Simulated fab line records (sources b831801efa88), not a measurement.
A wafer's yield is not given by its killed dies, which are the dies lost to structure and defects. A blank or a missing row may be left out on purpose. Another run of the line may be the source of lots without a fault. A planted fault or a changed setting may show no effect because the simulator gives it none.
What tool caused it? || flow gf180mcu || 39 wafers from 13 lots sampled at 5 of the route's 602 steps

## WHAT THE GAUGES READ, wafer by wafer
GF_VT_IMPLANT_TW_MEAS_32.
{"lot": "L229", "measured": "day 6 19:38", "on": "filmMetro-04", "VT_IMPLANT_3_TW": "265.3 262.8 263.9"}
{"lot": "L230", "measured": "day 7 04:02", "on": "filmMetro-03", "VT_IMPLANT_3_TW": "266.3 267.9 267.8"}
{"lot": "L231", "measured": "day 7 09:49", "on": "filmMetro-03", "VT_IMPLANT_3_TW": "267.0 268.5 264.9"}
{"lot": "L232", "measured": "day 7 15:23", "on": "filmMetro-04", "VT_IMPLANT_3_TW": "265.1 264.9 264.3"}
{"lot": "L234", "measured": "day 8 04:23", "on": "filmMetro-04", "VT_IMPLANT_3_TW": "263.8 263.9 265.3"}
{"lot": "L235", "measured": "day 8 12:11", "on": "filmMetro-03", "VT_IMPLANT_3_TW": "267.5 268.6 269.0"}
{"lot": "L236", "measured": "day 8 19:20", "on": "filmMetro-01", "VT_IMPLANT_3_TW": "265.8 266.2 266.2"}
{"lot": "L240", "measured": "day 9 20:56", "on": "filmMetro-01", "VT_IMPLANT_3_TW": "267.2 266.6 266.7"}
{"lot": "L245", "measured": "day 11 08:38", "on": "filmMetro-01", "VT_IMPLANT_3_TW": "266.7 265.8 264.6"}
{"lot": "L246", "measured": "day 11 12:14", "on": "filmMetro-04", "VT_IMPLANT_3_TW": "262.1 262.6 263.4"}
{"lot": "L247", "measured": "day 12 00:11", "on": "filmMetro-03", "VT_IMPLANT_3_TW": "267.6 268.8 267.5"}
{"lot": "L248", "measured": "day 12 04:44", "on": "filmMetro-04", "VT_IMPLANT_3_TW": "267.2 267.8 268.1"}
{"lot": "L252", "measured": "day 13 07:11", "on": "filmMetro-03", "VT_IMPLANT_3_TW": "266.8 268.3 268.2"}

GF_HV_LDD_OVL_MEAS_32.
{"lot": "L229", "measured": "day 11 15:10", "on": "overlay-02", "HV_LDD_02_OVL (nm)": "0.2 1.5 -0.7"}
{"lot": "L230", "measured": "day 11 21:10", "on": "overlay-01", "HV_LDD_02_OVL (nm)": "-1.2 -1.5 -2.8"}
{"lot": "L231", "measured": "day 12 04:14", "on": "overlay-02", "HV_LDD_02_OVL (nm)": "-1.0 -2.8 -3.4"}
{"lot": "L232", "measured": "day 12 11:10", "on": "overlay-02", "HV_LDD_02_OVL (nm)": "-1.2 -0.2 -1.7"}
{"lot": "L234", "measured": "day 13 06:25", "on": "overlay-01", "HV_LDD_02_OVL (nm)": "-3.1 -3.7 -4.5"}
{"lot": "L235", "measured": "day 13 12:46", "on": "overlay-02", "HV_LDD_02_OVL (nm)": "-0.9 0.5 -1.2"}
{"lot": "L236", "measured": "day 13 22:28", "on": "overlay-02", "HV_LDD_02_OVL (nm)": "0.0 -1.2 0.3"}
{"lot": "L240", "measured": "day 15 03:43", "on": "overlay-02", "HV_LDD_02_OVL (nm)": "-110.6 -111.5 -110.9"}
{"lot": "L245", "measured": "day 16 22:37", "on": "overlay-01", "HV_LDD_02_OVL (nm)": "-0.8 -1.0 -1.2"}
{"lot": "L246", "measured": "day 17 02:52", "on": "overlay-01", "HV_LDD_02_OVL (nm)": "0.5 -0.7 0.1"}
{"lot": "L247", "measured": "day 17 17:31", "on": "overlay-01", "HV_LDD_02_OVL (nm)": "-113.0 -113.1 -114.2"}
{"lot": "L248", "measured": "day 17 23:07", "on": "overlay-01", "HV_LDD_02_OVL (nm)": "0.9 1.3 0.3"}
{"lot": "L252", "measured": "day 19 08:25", "on": "overlay-02", "HV_LDD_02_OVL (nm)": "-1.4 -1.6 -0.3"}

GF_M3_CD_MEAS_14 targets a cd of 280 nm.
{"lot": "L229", "measured": "day 21 12:20", "on": "cdSem-02", "cdNm (nm)": "280.2 280.8 280.8"}
{"lot": "L230", "measured": "day 21 20:07", "on": "cdSem-02", "cdNm (nm)": "280.7 280.2 281.0"}
{"lot": "L231", "measured": "day 22 03:40", "on": "cdSem-02", "cdNm (nm)": "281.2 282.2 280.7"}
{"lot": "L232", "measured": "day 22 14:56", "on": "cdSem-01", "cdNm (nm)": "280.9 280.3 280.9"}
{"lot": "L234", "measured": "day 23 11:20", "on": "cdSem-02", "cdNm (nm)": "279.2 279.0 278.1"}
{"lot": "L235", "measured": "day 23 17:08", "on": "cdSem-02", "cdNm (nm)": "279.8 278.5 279.4"}
{"lot": "L236", "measured": "day 24 04:29", "on": "cdSem-02", "cdNm (nm)": "279.6 281.0 280.1"}
{"lot": "L240", "measured": "day 25 12:32", "on": "cdSem-01", "cdNm (nm)": "280.2 281.2 280.6"}
{"lot": "L245", "measured": "day 27 01:58", "on": "cdSem-01", "cdNm (nm)": "277.7 278.7 278.0"}
{"lot": "L246", "measured": "day 27 10:25", "on": "cdSem-01", "cdNm (nm)": "279.9 280.1 279.6"}
{"lot": "L247", "measured": "day 27 20:59", "on": "cdSem-01", "cdNm (nm)": "279.0 279.8 280.4"}
{"lot": "L248", "measured": "day 27 23:15", "on": "cdSem-01", "cdNm (nm)": "279.9 279.7 279.3"}
{"lot": "L252", "measured": "day 29 07:23", "on": "cdSem-01", "cdNm (nm)": "280.7 278.6 280.1"}

## EACH LOT AND THE TOOL THAT RAN IT (in order: tool; ch and the chambers of the sampled wafers; start)
{"lot": "L229", "GF_HV_LDD_EXPOSE_28": "ilineStepper-02 ch 0, day 11 05:42", "GF_CONTACT_STRIP_18": "plasmaAsher-01 ch 0,1, day 16 04:19"}
{"lot": "L230", "GF_HV_LDD_EXPOSE_28": "ilineStepper-02 ch 0, day 11 11:40", "GF_CONTACT_STRIP_18": "plasmaAsher-03 ch 0,1, day 16 12:31"}
{"lot": "L231", "GF_HV_LDD_EXPOSE_28": "ilineStepper-01 ch 0, day 11 18:10", "GF_CONTACT_STRIP_18": "plasmaAsher-01 ch 0,1, day 16 20:02"}
{"lot": "L232", "GF_HV_LDD_EXPOSE_28": "ilineStepper-01 ch 0, day 12 01:15", "GF_CONTACT_STRIP_18": "plasmaAsher-01 ch 0,1, day 17 05:13"}
{"lot": "L234", "GF_HV_LDD_EXPOSE_28": "ilineStepper-01 ch 0, day 12 20:36", "GF_CONTACT_STRIP_18": "plasmaAsher-03 ch 0,1, day 18 03:13"}
{"lot": "L235", "GF_HV_LDD_EXPOSE_28": "ilineStepper-01 ch 0, day 13 02:54", "GF_CONTACT_STRIP_18": "plasmaAsher-03 ch 0,1, day 18 08:52"}
{"lot": "L236", "GF_HV_LDD_EXPOSE_28": "ilineStepper-02 ch 0, day 13 12:10", "GF_CONTACT_STRIP_18": "plasmaAsher-03 ch 0,1, day 18 21:04"}
{"lot": "L240", "GF_HV_LDD_EXPOSE_28": "ilineStepper-02 ch 0, day 14 17:16", "GF_CONTACT_STRIP_18": "plasmaAsher-03 ch 0,1, day 20 07:19"}
{"lot": "L245", "GF_HV_LDD_EXPOSE_28": "ilineStepper-01 ch 0, day 16 10:46", "GF_CONTACT_STRIP_18": "plasmaAsher-01 ch 0,1, day 22 05:55"}
{"lot": "L246", "GF_HV_LDD_EXPOSE_28": "ilineStepper-01 ch 0, day 16 15:36", "GF_CONTACT_STRIP_18": "plasmaAsher-03 ch 0,1, day 22 11:52"}
{"lot": "L247", "GF_HV_LDD_EXPOSE_28": "ilineStepper-02 ch 0, day 17 05:49", "GF_CONTACT_STRIP_18": "plasmaAsher-03 ch 0,1, day 23 02:05"}
{"lot": "L248", "GF_HV_LDD_EXPOSE_28": "ilineStepper-01 ch 0, day 17 11:11", "GF_CONTACT_STRIP_18": "plasmaAsher-04 ch 0,1, day 23 06:10"}
{"lot": "L252", "GF_HV_LDD_EXPOSE_28": "ilineStepper-01 ch 0, day 18 20:19", "GF_CONTACT_STRIP_18": "plasmaAsher-04 ch 0,1, day 24 14:37"}
- GF_HV_LDD_EXPOSE_28: exposes mask Nplus HV AREA, target cd 400 nm.
- GF_CONTACT_STRIP_18: strips in O2/N2.

## WHAT THE TOOLS THEMSELVES READ (means of the sampled wafers that have a number; where no wafer has one, the mark that the record gives instead)
GF_CONTACT_STRIP_18.
{"lot": "L229", "tool": "plasmaAsher-01", "drypumpMotorCurrentA (A)": 6.2, "heaterPowerW (W)": 364, "oesProductAu (a.u.)": 0.573, "platenTempC (C)": 249.93}
{"lot": "L230", "tool": "plasmaAsher-03", "drypumpMotorCurrentA (A)": 5.2, "heaterPowerW (W)": 371, "oesProductAu (a.u.)": 0.581, "platenTempC (C)": 249.95}
{"lot": "L231", "tool": "plasmaAsher-01", "drypumpMotorCurrentA (A)": 6.4, "heaterPowerW (W)": 382, "oesProductAu (a.u.)": 0.577, "platenTempC (C)": 249.95}
{"lot": "L232", "tool": "plasmaAsher-01", "drypumpMotorCurrentA (A)": 6.4, "heaterPowerW (W)": 385, "oesProductAu (a.u.)": 0.579, "platenTempC (C)": 250.15}
{"lot": "L234", "tool": "plasmaAsher-03", "drypumpMotorCurrentA (A)": 5.2, "heaterPowerW (W)": 374, "oesProductAu (a.u.)": 0.579, "platenTempC (C)": 249.96}
{"lot": "L235", "tool": "plasmaAsher-03", "drypumpMotorCurrentA (A)": 5.6, "heaterPowerW (W)": 406, "oesProductAu (a.u.)": 0.581, "platenTempC (C)": 249.77}
{"lot": "L236", "tool": "plasmaAsher-03", "drypumpMotorCurrentA (A)": 5.6, "heaterPowerW (W)": 392, "oesProductAu (a.u.)": 0.574, "platenTempC (C)": 249.91}
{"lot": "L240", "tool": "plasmaAsher-03", "drypumpMotorCurrentA (A)": 5.6, "heaterPowerW (W)": 397, "oesProductAu (a.u.)": 0.581, "platenTempC (C)": 250.00}
{"lot": "L245", "tool": "plasmaAsher-01", "drypumpMotorCurrentA (A)": 6.2, "heaterPowerW (W)": 359, "oesProductAu (a.u.)": 0.581, "platenTempC (C)": 249.93}
{"lot": "L246", "tool": "plasmaAsher-03", "drypumpMotorCurrentA (A)": 5.2, "heaterPowerW (W)": 372, "oesProductAu (a.u.)": 0.579, "platenTempC (C)": 249.98}
{"lot": "L247", "tool": "plasmaAsher-03", "drypumpMotorCurrentA (A)": 5.6, "heaterPowerW (W)": 391, "oesProductAu (a.u.)": 0.577, "platenTempC (C)": 250.11}
{"lot": "L248", "tool": "plasmaAsher-04", "drypumpMotorCurrentA (A)": 6.0, "heaterPowerW (W)": 320, "oesProductAu (a.u.)": 0.584, "platenTempC (C)": 250.01}
{"lot": "L252", "tool": "plasmaAsher-04", "drypumpMotorCurrentA (A)": 6.0, "heaterPowerW (W)": 319, "oesProductAu (a.u.)": 0.576, "platenTempC (C)": 249.88}

## THE ANSWER, worked out from the rows above alone
Rule: the usual values come from the lots themselves. The widest of any qualifying gaps counts: lots, ordered by their means at a reading, are off when they make up no more than a third of the lots, leave a main group of 4 or more, and stand apart from it by 3 or more times the standard deviation of that group's means. The tables above print the reading to a certain number of digits; a main group whose means all agree to those digits is not used. A lot without any number at a reading at which 4 lots or more have one is off too. All remaining lots with rows at the step are treated as sound. First the gauges in route order, then the tools' own readings, where a lot's mean is used as printed above. The first step at which some lot is off is used, and at that step the reading that is off furthest; a lot without a number counts as furthest.
Off: L240, L247, at GF_HV_LDD_OVL_MEAS_32 (HV_LDD_02_OVL). Main group: mean -1.0 nm, sd 1.2.
A tool fits if, at a process step before that reading, it ran every lot that is off, and no sound lot after the first of them. Gauges at GF_HV_LDD_OVL_MEAS_32: tried the same way as those tools. One fits: ilineStepper-02 at GF_HV_LDD_EXPOSE_28. A fault onset in the window from L236 (day 13 12:10, its last sound lot) to L240 (day 14 17:16, its first lot off) fits.

## WHAT WAS PUT IN BY THE SIMULATOR
Scanner matching overlay: ilineStepper-02, from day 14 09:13 on, at GF_HV_LDD_EXPOSE_28. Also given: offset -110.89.
Shown lots that were struck: L240, L247. This agrees with what the rule above found.
